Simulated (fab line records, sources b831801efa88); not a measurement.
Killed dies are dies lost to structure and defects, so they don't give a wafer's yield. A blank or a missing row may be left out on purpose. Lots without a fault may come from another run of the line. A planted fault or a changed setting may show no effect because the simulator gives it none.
fab line records | flow gf180mcu
record lots=7 wafers=21 last_day=32
route steps=602 shown V4@496 MIM@503
lots that met no fault: from a run of the same line without faults
start_h: hours from the record's first day to the start of the lot's first wafer shown | wait_h: hours since the lot's step before | " the same as in the row above | L1.1+2: a row that stands for several wafers | - no value, or no start given | * or withheld: withheld | < > ~ a bound
route shown NAME@n: a module of which the file shows steps, and the number in the route of the first | usual: mean/standard deviation of fault-free wafers | same: alike in all rows | chamber/n: place in a boat | sites: the reading at each site | _std_site: their standard deviation | _edge_site: outer sites' mean less inner sites' | radius_mm: how far each site lies from the wafer's centre | mask NAME#n: copy n | behind: the tool/chamber that last shaped the wafer | hold: why the lot was held/for how many hours/how that ended | device: the transistor (n, p or np) that didn't switch | end of line: the same wafers' tests at the end of the route | a step without rows: its recipe alone | killed: dies lost to structure and defects at the first sort, not the wafer's yield | map: a wafer's dies, x killed, . not, _ none there
set.NAME: the setting as run; set.NAME@STEP: as run at that earlier step | model.NAME: the simulator's own value behind a step, which no gauge read
lots at some steps of the route; a table a step, a row a wafer
services: from which hour (start_h, from the record's first day; less than 0 if before it) a tool's chamber was out of use, for how many hours, and why
## steps
# step GF_V4_CLEAN_20
# recipe chemistry=DIW dry=n2_spin
# step GF_V4_SPUTTER_21
# recipe material=Ti target_thk_nm=15 chamber_pressure_pa=5 power_w=2500 substrate_temp_c=200 time_s=80.02
# step GF_V4_SPUTTER_22
# recipe material=TiN target_thk_nm=10 chamber_pressure_pa=5 power_w=4000 time_s=40
# usual cathode_dc_power_W=3999.9/0.79 chamber_pressure_pa=5.000/0.0098 throttle_valve_pct=29.9/0.99
# same time_s=40
# columns lot.wafer tool chamber start_h wait_h cathode_dc_power_W chamber_pressure_pa throttle_valve_pct
L569.1 pvd_sputter-02 - 583.13 0.0 4001.5 5.002 29.6
L569.2 " - " " 3999.5 4.986 29.1
L569.5 " - " " 3999.1 5.005 29.3
L575.1 pvd_sputter-02 - 622.55 0.0 3999.7 4.992 30.1
L575.5 " - " " 4000.3 5.010 29.9
L575.6 " - " " 3998.8 5.000 29.6
L577.1 pvd_sputter-02 - 637.80 0.0 3999.2 5.005 30.1
L577.4 " - " " 3999.2 4.999 29.4
L577.6 " - " " 3999.3 5.009 29.9
L578.4 pvd_sputter-04 - 643.73 0.0 4000.5 5.001 29.4
L578.5 " - " " 4000.8 4.992 32.1
L578.6 " - " " 4000.9 4.998 29.6
L579.1 pvd_sputter-02 - 647.90 0.0 3998.9 5.010 29.3
L579.2 " - " " 4001.0 5.014 30.0
L579.5 " - " " 3999.8 5.005 30.3
L580.2 pvd_sputter-02 - 657.12 0.0 4000.4 4.986 30.2
L580.3 " - " " 3999.0 4.999 29.3
L580.6 " - " " 4000.1 4.989 30.3
L583.3 pvd_sputter-04 - 676.19 0.0 4001.3 4.994 32.2
L583.5 " - " " 4001.1 4.997 31.2
L583.6 " - " " 4000.1 4.990 32.0
# step GF_V4_CVD_23
# recipe material=W target_thk_nm=350 time_s=104.9 temp_c=400 pressure_torr=40
# step GF_V4_RS_MEAS_24
# recipe thk_meas_gauge=four-point-probe reads=W_of_V4_CVD_23+TiN_of_V4_SPUTTER_22+Ti_of_V4_SPUTTER_21
# usual V4_W_RS=0.327/0.0064
# columns lot.wafer tool chamber start_h wait_h V4_W_RS[ohm/sq]
L569.1 film_metro-04 - 583.28 0.1 0.335
L569.2 " - " " 0.331
L569.5 " - " " 0.337
L575.1 film_metro-02 - 622.70 0.1 0.327
L575.5 " - " " 0.326
L575.6 " - " " 0.331
L577.1 film_metro-04 - 637.95 0.1 0.331
L577.4 " - " " 0.331
L577.6 " - " " 0.331
L578.4 film_metro-04 - 643.94 0.1 0.329
L578.5 " - " " 0.324
L578.6 " - " " 0.326
L579.1 film_metro-04 - 648.05 0.1 0.330
L579.2 " - " " 0.329
L579.5 " - " " 0.332
L580.2 film_metro-01 - 657.29 0.1 0.326
L580.3 " - " " 0.327
L580.6 " - " " 0.328
L583.3 film_metro-01 - 676.38 0.1 0.331
L583.5 " - " " 0.329
L583.6 " - " " 0.329
# step GF_V4_THK_MEAS_25
# recipe thk_meas_gauge=xrf reads=W_of_V4_CVD_23
# usual V4_W_THK=336/6.7
# columns lot.wafer tool chamber start_h wait_h V4_W_THK[nm]
L569.1 film_metro-04 - 583.40 0.1 324
L569.2 " - " " 328
L569.5 " - " " 324
L575.1 film_metro-02 - 622.82 0.1 339
L575.5 " - " " 343
L575.6 " - " " 338
L577.1 film_metro-04 - 638.07 0.1 331
L577.4 " - " " 334
L577.6 " - " " 332
L578.4 film_metro-04 - 644.03 0.1 335
L578.5 " - " " 338
L578.6 " - " " 337
L579.1 film_metro-04 - 648.17 0.1 333
L579.2 " - " " 333
L579.5 " - " " 331
L580.2 film_metro-01 - 657.40 0.1 339
L580.3 " - " " 342
L580.6 " - " " 337
L583.3 film_metro-01 - 676.48 0.1 335
L583.5 " - " " 335
L583.6 " - " " 334
# step GF_V4_CMP_26
# recipe stop_on=SiO2 down_force_psi=3.5 platen_rpm=60 t_overpolish_s=15 target_thk_nm=0 pad_velocity_m_s=0.94248
# step GF_MIM_SPUTTER_00
# recipe material=Ti target_thk_nm=37.5 arriving_ion_energy_ev=80 substrate_temp_c=200 chamber_pressure_pa=2 power_w=4000 time_s=150
# step GF_MIM_SPUTTER_01
# recipe material=TiN target_thk_nm=30 power_w=6500 time_s=25 chamber_pressure_pa=0.4
# usual cathode_dc_power_W=6500.0/1.2 chamber_pressure_pa=0.4000/0.00078 throttle_valve_pct=29.9/0.88
# same time_s=25
# columns lot.wafer tool chamber start_h wait_h cathode_dc_power_W chamber_pressure_pa throttle_valve_pct
L569.1 pvd_sputter-01 - 583.86 0.1 6499.3 0.3998 32.1
L569.2 " - " " 6498.2 0.3984 30.1
L569.5 " - " " 6499.3 0.3989 29.9
L575.1 pvd_sputter-01 - 623.28 0.1 6501.2 0.4011 29.6
L575.5 " - " " 6499.1 0.4012 30.1
L575.6 " - " " 6500.3 0.4006 29.5
L577.1 pvd_sputter-02 - 638.53 0.1 6500.7 0.3994 29.1
L577.4 " - " " 6498.7 0.3994 30.2
L577.6 " - " " 6499.1 0.4002 29.4
L578.4 pvd_sputter-02 - 644.46 0.1 6502.0 0.4007 28.9
L578.5 " - " " 6498.6 0.4000 29.3
L578.6 " - " " 6499.5 0.3992 29.9
L579.1 pvd_sputter-02 - 648.63 0.1 6500.2 0.4009 29.6
L579.2 " - " " 6501.8 0.3994 30.2
L579.5 " - " " 6501.2 0.4009 29.8
L580.2 pvd_sputter-01 - 657.85 0.1 6499.0 0.3985 29.8
L580.3 " - " " 6500.1 0.4001 29.6
L580.6 " - " " 6498.4 0.4000 30.0
L583.3 pvd_sputter-03 - 676.92 0.1 6498.9 0.4001 29.0
L583.5 " - " " 6500.4 0.3988 28.9
L583.6 " - " " 6500.2 0.4014 29.5
# step GF_MIM_SPUTTER_02
# recipe material=AlCu target_thk_nm=450 power_w=10600 time_s=23.9 chamber_pressure_pa=0.4
# usual cathode_dc_power_W=10600/1.8 chamber_pressure_pa=0.3999/0.00079 throttle_valve_pct=29.9/0.88
# same time_s=23.9
# columns lot.wafer tool chamber start_h wait_h cathode_dc_power_W chamber_pressure_pa throttle_valve_pct
L569.1 pvd_sputter-01 - 583.89 0.0 10599 0.4009 31.7
L569.2 " - " " 10599 0.3999 30.0
L569.5 " - " " 10599 0.4007 29.7
L575.1 pvd_sputter-01 - 623.31 0.0 10603 0.3991 29.7
L575.5 " - " " 10599 0.4002 29.8
L575.6 " - " " 10598 0.4004 29.3
L577.1 pvd_sputter-02 - 638.56 0.0 10599 0.4001 29.4
L577.4 " - " " 10602 0.3996 30.3
L577.6 " - " " 10600 0.3998 29.2
L578.4 pvd_sputter-02 - 644.49 0.0 10604 0.4000 29.1
L578.5 " - " " 10597 0.3998 29.3
L578.6 " - " " 10602 0.4007 30.0
L579.1 pvd_sputter-02 - 648.66 0.0 10603 0.3997 29.3
L579.2 " - " " 10600 0.4013 30.1
L579.5 " - " " 10598 0.3993 30.0
L580.2 pvd_sputter-01 - 657.88 0.0 10596 0.3995 29.9
L580.3 " - " " 10597 0.3980 30.1
L580.6 " - " " 10598 0.3999 29.8
L583.3 pvd_sputter-03 - 676.95 0.0 10598 0.4003 28.6
L583.5 " - " " 10595 0.4001 28.9
L583.6 " - " " 10600 0.4006 29.4
# step GF_MIM_SPUTTER_03
# recipe material=Ti target_thk_nm=10 substrate_temp_c=300 chamber_pressure_pa=0.3 power_w=3000 time_s=6.7
# usual cathode_dc_power_W=3000.0/0.51 chamber_pressure_pa=0.3001/0.00062 throttle_valve_pct=29.9/0.88
# same time_s=6.7
# columns lot.wafer tool chamber start_h wait_h cathode_dc_power_W chamber_pressure_pa throttle_valve_pct
L569.1 pvd_sputter-01 - 583.92 0.0 3001.0 0.2999 32.0
L569.2 " - " " 3000.0 0.2998 30.4
L569.5 " - " " 2999.6 0.3000 29.7
L575.1 pvd_sputter-01 - 623.34 0.0 3000.1 0.3002 29.8
L575.5 " - " " 3000.1 0.3003 30.1
L575.6 " - " " 3000.2 0.3004 29.5
L577.1 pvd_sputter-02 - 638.59 0.0 2999.5 0.3005 29.1
L577.4 " - " " 3000.9 0.3006 30.1
L577.6 " - " " 3000.2 0.3001 29.2
L578.4 pvd_sputter-02 - 644.52 0.0 2999.8 0.3007 29.0
L578.5 " - " " 2999.9 0.3005 29.0
L578.6 " - " " 3000.1 0.3001 30.0
L579.1 pvd_sputter-02 - 648.69 0.0 2999.6 0.2997 29.7
L579.2 " - " " 2999.6 0.3001 30.6
L579.5 " - " " 2999.7 0.3009 30.1
L580.2 pvd_sputter-01 - 657.91 0.0 2999.8 0.2994 29.9
L580.3 " - " " 3000.4 0.2993 30.1
L580.6 " - " " 2999.4 0.2997 30.1
L583.3 pvd_sputter-03 - 676.98 0.0 2999.4 0.3012 28.9
L583.5 " - " " 3000.3 0.2999 28.9
L583.6 " - " " 2999.3 0.3001 29.5
# step GF_MIM_SPUTTER_04
# recipe material=TiN target_thk_nm=50 power_w=6500 time_s=41.7 chamber_pressure_pa=0.4
# step GF_MIM_CVD_05
# recipe material=Si3N4 target_thk_nm=42 temp_max_c=400 temp_c=385 time_s=29.086 rf_w=450
# usual heater_power_outer_w=380/48 heater_power_w=649/63 time_s=29.086/0
# columns lot.wafer tool chamber start_h wait_h heater_power_outer_w heater_power_w time_s
L569.1 pecvd-04 1 583.98 0.0 359 589 29.086
L569.2 " 0 " " 364 606 29.086
L569.5 " 1 " " 345 586 29.086
L575.1 pecvd-04 0 623.40 0.0 317 549 29.086
L575.5 " 0 " " 318 543 29.086
L575.6 " 2 " " 431 667 29.086
L577.1 pecvd-01 1 638.65 0.0 - - -
L577.4 " 2 " " - - -
L577.6 " 1 " " - - -
L578.4 pecvd-01 0 644.60 0.0 - - -
L578.5 " 1 " " - - -
L578.6 " 2 " " - - -
L579.1 pecvd-04 2 648.75 0.0 - - -
L579.2 " 1 " " - - -
L579.5 " 2 " " - - -
L580.2 pecvd-01 1 657.97 0.0 327 638 29.086
L580.3 " 2 " " 374 608 29.086
L580.6 " 0 " " 352 576 29.086
L583.3 pecvd-01 0 677.04 0.0 400 662 29.086
L583.5 " 2 " " 364 597 29.086
L583.6 " 0 " " 413 666 29.086
# step GF_MIM_SPUTTER_07
# recipe material=TiN target_thk_nm=60 power_w=6500 time_s=50 chamber_pressure_pa=0.4
# step GF_MIM_SPUTTER_08
# recipe material=AlCu target_thk_nm=200 power_w=10600 time_s=10.6 chamber_pressure_pa=0.4
# usual cathode_dc_power_W=10600/2.1 chamber_pressure_pa=0.4000/0.00074 throttle_valve_pct=29.7/0.9
# same time_s=10.6
# columns lot.wafer tool chamber start_h wait_h cathode_dc_power_W chamber_pressure_pa throttle_valve_pct
L569.1 pvd_sputter-03 - 584.12 0.0 10597 0.4010 28.9
L569.2 " - " " 10600 0.3998 30.8
L569.5 " - " " 10602 0.3993 29.3
L575.1 pvd_sputter-03 - 623.54 0.0 10601 0.3993 29.5
L575.5 " - " " 10601 0.3999 28.7
L575.6 " - " " 10605 0.3999 29.2
L577.1 pvd_sputter-03 - 638.79 0.0 10596 0.3994 29.6
L577.4 " - " " 10599 0.3997 28.7
L577.6 " - " " 10601 0.4015 29.1
L578.4 pvd_sputter-03 - 644.72 0.0 10601 0.4012 30.8
L578.5 " - " " 10603 0.4001 30.9
L578.6 " - " " 10600 0.4004 28.7
L579.1 pvd_sputter-01 - 648.89 0.0 10601 0.4006 29.8
L579.2 " - " " 10600 0.4003 29.5
L579.5 " - " " 10598 0.4005 29.3
L580.2 pvd_sputter-03 - 658.11 0.0 10600 0.3999 29.3
L580.3 " - " " 10602 0.4006 28.8
L580.6 " - " " 10600 0.3983 29.6
L583.3 pvd_sputter-02 - 677.18 0.0 10601 0.3997 29.3
L583.5 " - " " 10604 0.4000 28.9
L583.6 " - " " 10600 0.3990 30.1
# step GF_MIM_SPUTTER_09
# recipe material=TiN target_thk_nm=35 power_w=6500 time_s=29.2 chamber_pressure_pa=0.4
# step GF_MIM_DEHYDRATE_12
# recipe temp_c=200 time_s=60
# step GF_MIM_HMDS_13
# recipe prime_time_s=60 prime_temp_c=120
# step GF_MIM_COAT_14
# recipe resist=NOVOLAK spin_rpm=3000 resist_thk_nm=1000
# step GF_MIM_SOFTBAKE_15
# recipe temp_c=90 time_s=60 resist=NOVOLAK
# step GF_MIM_EXPOSE_16
# recipe mask_id=FuseTop target_cd_nm=2000 na=0.6 source_shape=conventional sigma_outer=0.6 dose_mj=140
# step GF_MIM_PEB_17
# recipe temp_c=withheld time_s=* resist=NOVOLAK
# step GF_MIM_DEVELOP_18
# recipe develop_time_s=60 dev_temp_c=23
# step GF_MIM_METAL_ETCH_19
# recipe chemistry=Cl2/BCl3 mask_material=NOVOLAK stop_on=Si3N4 target_depth_nm=324.5 pressure_mtorr=8 icp_w=800 bias_w=140 Cl2_flow_sccm=80 bcl3_flow_sccm=40 time_s=54.1
# usual drypump_motor_current_A=5.32/0.15 oes_product_au=0.940/0.0071 throttle_valve_pct=28.286/0.011
# same time_s=54.1
# columns lot.wafer tool chamber start_h wait_h drypump_motor_current_A oes_product_au rf_hours_counter_h throttle_valve_pct model.etch.depth_nm model.MIM.feature_depth_nm
L569.1 rie_metal-01 1 605.65 0.1 5.26 0.940 4 28.297 296 296
L569.2 " 1 " " 5.27 0.944 - 28.276 295.4 295.4
L569.5 " 1 " " 5.27 0.936 - 28.286 294.4 294.4
L575.1 rie_metal-03 1 643.55 0.1 5.39 0.943 2 28.289 295.6 295.6
L575.5 " 0 " " 5.27 0.946 - 28.270 298 298
L575.6 " 1 " " 5.38 0.948 - 28.273 296 296
L577.1 rie_metal-04 0 658.01 0.1 5.05 0.994 5 28.230 321.4 321.4
L577.4 " 0 " " 5.00 0.999 - 28.230 319.5 319.5
L577.6 " 0 " " 5.02 0.984 - 28.226 318.6 318.6
L578.4 rie_metal-01 0 664.14 0.1 5.54 0.986 - 28.249 313.6 313.6
L578.5 " 1 " " 5.29 0.984 - 28.240 318.5 318.5
L578.6 " 0 " " 5.53 0.976 - 28.251 314 314
L579.1 rie_metal-03 1 667.80 0.1 5.40 1.006 3 28.213 325.3 325.3
L579.2 " 0 " " 5.24 1.011 4 28.209 328.2 328.2
L579.5 " 1 " " 5.38 1.002 - 28.208 326.2 326.2
L580.2 rie_metal-01 1 677.45 0.1 5.27 0.942 7 28.282 295.7 295.7
L580.3 " 0 " " 5.51 0.950 - 28.282 300.6 300.6
L580.6 " 0 " " 5.52 0.941 - 28.279 294.9 294.9
L583.3 rie_metal-04 0 695.39 0.1 5.01 0.944 - 28.288 296.5 296.5
L583.5 " 0 " " 5.03 0.936 - 28.306 294.8 294.8
L583.6 " 0 " " 5.01 0.944 - 28.290 294.8 294.8
# step GF_MIM_STRIP_20
# recipe chemistry=O2/N2 power_w=1400 pressure_mtorr=1500 platen_temp_c=250 o2_flow_sccm=3000 n2_flow_sccm=300 overash_fraction=0.5
## services
# columns tool chamber start_h hours kind
rie_metal-01 0 584.44 - clean
rie_metal-01 0 584.44 33.5 scheduled_down
rie_metal-01 0 584.44 33.5 vent_cycle
pvd_sputter-03 - 591.05 4.6 repair
pvd_sputter-01 - 608.64 2.7 repair
rie_metal-04 - 631.90 15.6 pm
pvd_sputter-01 0 634.86 - consumable_replace:kit
pvd_sputter-01 0 634.86 18.0 scheduled_down
pvd_sputter-01 0 634.86 18.0 vent_cycle
rie_metal-03 - 639.23 0.3 repair
pvd_sputter-01 - 640.34 3.0 repair
pvd_sputter-02 2 645.43 - consumable_replace:kit
pvd_sputter-02 2 645.43 18.0 scheduled_down
pvd_sputter-02 2 645.43 18.0 vent_cycle
pvd_sputter-04 0 654.73 - consumable_replace:kit
pvd_sputter-04 0 654.73 18.0 scheduled_down
pvd_sputter-04 0 654.73 18.0 vent_cycle
rie_metal-01 1 682.49 1.3 repair
pvd_sputter-03 3 686.70 - consumable_replace:kit
pvd_sputter-03 3 686.70 18.0 scheduled_down
pvd_sputter-03 3 686.70 18.0 vent_cycle
rie_metal-04 - 689.90 1.4 pm
rie_metal-04 1 692.18 5.9 repair
pvd_sputter-01 - 694.39 3.5 repair
## key
first_sign step=GF_MIM_CVD_05 reading=tool_record direction=missing
effect step=GF_MIM_METAL_ETCH_19 reading=oes_product_au direction=up sigmas=7.5 usual=0.940 struck=0.994
model_effect step=GF_MIM_METAL_ETCH_19 value=etch.depth_nm without=295.7 struck=320.6
met_at GF_MIM_CVD_05
struck_wafers L577.1,L577.4,L577.6,L578.4,L578.5,L578.6,L579.1,L579.2,L579.5
later_rows_left_out L577.1,L577.4,L577.6,L578.4,L578.5,L578.6,L579.1,L579.2,L579.5
sort_left_out L577.1,L577.4,L577.6,L578.4,L578.5,L578.6,L579.1,L579.2,L579.5
onset_between 623.40 638.65
fault kind=skipped_step_whole tool=pecvd-01,pecvd-04 chamber=- onset_h=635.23 steps=GF_MIM_CVD_05 scope=struck_lots_only
# sort_left_out: the simulated sort isn't trusted on such a fault, so these wafers' sort isn't shown, and their yield isn't known
# later_rows_left_out: the simulator's readings of these wafers behind a module that went badly wrong aren't trusted and aren't shown, but for the sort
